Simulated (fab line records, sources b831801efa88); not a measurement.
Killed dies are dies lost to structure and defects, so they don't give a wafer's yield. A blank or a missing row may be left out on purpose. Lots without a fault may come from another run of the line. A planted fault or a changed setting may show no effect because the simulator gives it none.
A struck lot beside a sound one | flow sky130 | 17 steps out of a route of 708
Sound: wafers L144.1, L144.3, L144.4. Struck: wafers L149.3, L149.5, L149.6. The cause comes at the end.
At each step with rows: each side's tool, then ch and its chambers, then its first start. Under that, the readings that differ: sound wafers | struck wafers | difference of the means | sigmas: that difference in standard deviations of wafers without a fault.
alike: readings whose means differ by less than 2 such deviations, and words and numbers that are the same on both sides. not compared: withheld readings, readings that some wafer has no value for, bounds like >300 that may hide the same value, and numbers for which the record gives no deviation and whose values overlap.
The two part at a step that has a row with sigmas, a row that says differs or no value, or rows on one side only. Numbers that don't overlap but have no deviation are shown without sigmas and don't part them. A reading that every wafer of one side lacks parts them only if that side has two wafers or more.

SKY_VT_ADJUST_LVTN_OVL_MEAS_07:
  sound on overlay-01, day 6 22:44; struck on overlay-02, day 8 02:47
  alike: VT_ADJUST_LVTN_OVL
then, 1 step without rows for these wafers: SKY_VT_ADJUST_LVTN_IMPLANT_08.
SKY_VT_ADJUST_LVTN_STRIP_09: strips in O2/N2.
  sound on plasma_asher-03 ch 0,1, day 6 22:56; struck on plasma_asher-04 ch 0,1, day 8 02:59
  alike: chamber_pressure_mTorr, drypump_motor_current_A, oes_product_au, strip_time_to_endpoint_s
  not compared: rf_hours_counter_h
SKY_VT_ADJUST_LVTN_TW_MEAS_10:
  sound on film_metro-04, day 6 23:02; struck on film_metro-02, day 8 03:04
  alike: VT_ADJUST_LVTN_TW
then, 7 steps without rows for these wafers: SKY_VT_ADJUST_LVTN_DEHYDRATE_11 (time 60 s); SKY_VT_ADJUST_LVTN_HMDS_12 (prime time 60 s); SKY_VT_ADJUST_LVTN_COAT_13 (resist thk 1140 nm); SKY_VT_ADJUST_LVTN_SOFTBAKE_14 (time 60 s); SKY_VT_ADJUST_LVTN_EXPOSE_15 (exposes mask HVN STD DERIVED, target cd 600 nm); SKY_VT_ADJUST_LVTN_PEB_16; SKY_VT_ADJUST_LVTN_DEVELOP_17 (develop time 60 s).
SKY_VT_ADJUST_LVTN_OVL_MEAS_18:
  sound on overlay-02, day 7 18:30; struck on overlay-01, day 8 22:57
  alike: VT_ADJUST_LVTN_01_OVL
SKY_VT_ADJUST_LVTN_IMPLANT_19:
  sound on implanter-03 ch 0, day 7 18:32; struck on implanter-01 ch 0, day 8 23:02
  reading            | sound                         | struck                        | difference | sigmas
  dose_ions_cm2      | 6.496e+11 6.498e+11 6.487e+11 | 3.395e+11 3.398e+11 3.411e+11 | -3.092e+11 | -99 or more
  faraday_current_uA | 3.72 3.66 3.62                | 1.87 1.90 1.81                | -1.81      | -23
SKY_VT_ADJUST_LVTN_STRIP_20: strips in O2/N2.
  sound on plasma_asher-02 ch 0,1, day 7 18:41; struck on plasma_asher-03 ch 0,1, day 8 23:10
  alike: chamber_pressure_mTorr, drypump_motor_current_A, oes_product_au, strip_time_to_endpoint_s
  not compared: rf_hours_counter_h
SKY_VT_ADJUST_LVTN_TW_MEAS_21:
  sound on film_metro-04, day 7 18:48; struck on film_metro-03, day 8 23:15
  reading             | sound             | struck            | difference | sigmas
  VT_ADJUST_LVTN_2_TW | 187.3 188.5 189.1 | 158.6 157.3 157.6 | -30.5      | -23
then, 1 step without rows for these wafers: SKY_VT_ADJUST_NCORE_DEHYDRATE_00 (time 60 s).
SKY_PAD_OPEN_PROBE_99:
  the record has rows for the sound wafers here (prober-01, day 45 14:29) and none for the struck ones

WHERE THEY PART
First at SKY_VT_ADJUST_LVTN_IMPLANT_19; last, within this record, at SKY_PAD_OPEN_PROBE_99.

WHY: what the simulator had put in
Process parameter drift: implanter-01, from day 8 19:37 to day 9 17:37, at SKY_VT_ADJUST_LVTN_IMPLANT_19. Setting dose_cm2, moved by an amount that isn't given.
